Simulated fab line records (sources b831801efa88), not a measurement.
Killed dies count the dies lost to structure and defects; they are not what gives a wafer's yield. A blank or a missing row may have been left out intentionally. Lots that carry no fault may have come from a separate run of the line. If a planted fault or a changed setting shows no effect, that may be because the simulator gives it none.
Matching of chambers	flow gf180mcu	4 sister chambers for GF_STI_CMP_25 on cmp-01
The step polishes, stops on Si3N4, t overpolish 33 s, target thk 524.6 nm. 8 wafers are shown with their chamber, then 8 later ones without.

== WAFERS, EACH WITH ITS CHAMBER ==
wafer	chamber	motorCurrentA (A)
L174.1	1	11.5
L178.1	0	10.4
L178.2	1	11.3
L178.6	2	10.6
L183.1	2	11.1
L183.4	3	11.0
L183.5	3	11.6
L187.3	0	10.0

== WAFERS MISSING THEIR CHAMBER ==
wafer	motorCurrentA (A)
L187.5	10.4
L187.6	11.7
L189.4	10.2
L189.5	10.2
L189.6	11.7
L190.1	10.2
L190.3	10.2
L190.4	11.7

== WHICH CHAMBER EACH WENT THROUGH ==
wafer	from the rows above	in truth
L187.5	can't be placed: 0 or 2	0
L187.6	can't be placed: 1 or 3 or 2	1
L189.4	0	0
L189.5	0	0
L189.6	can't be placed: 1 or 3 or 2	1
L190.1	0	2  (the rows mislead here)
L190.3	0	0
L190.4	can't be placed: 1 or 3 or 2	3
Placed correctly: 3 of 8. These rows do not allow placing 4 (true chamber among the candidates in 4). Number placed wrongly: 1.
How it was worked out, from the rows above alone: a wafer's distance from a chamber is the root of the sum, over the readings, of the square of ((its reading less the chamber's mean) divided by the reading's scatter). If the next closest chamber is less than 2 further off than the closest, the wafer can't be placed; otherwise it belongs to the closest. For every chamber, the mean is computed from those of its wafers that are shown. The scatter is the square root of a quotient: the sum, over the shown wafers, of each reading's squared deviation from its chamber's mean, divided by wafers minus chambers.
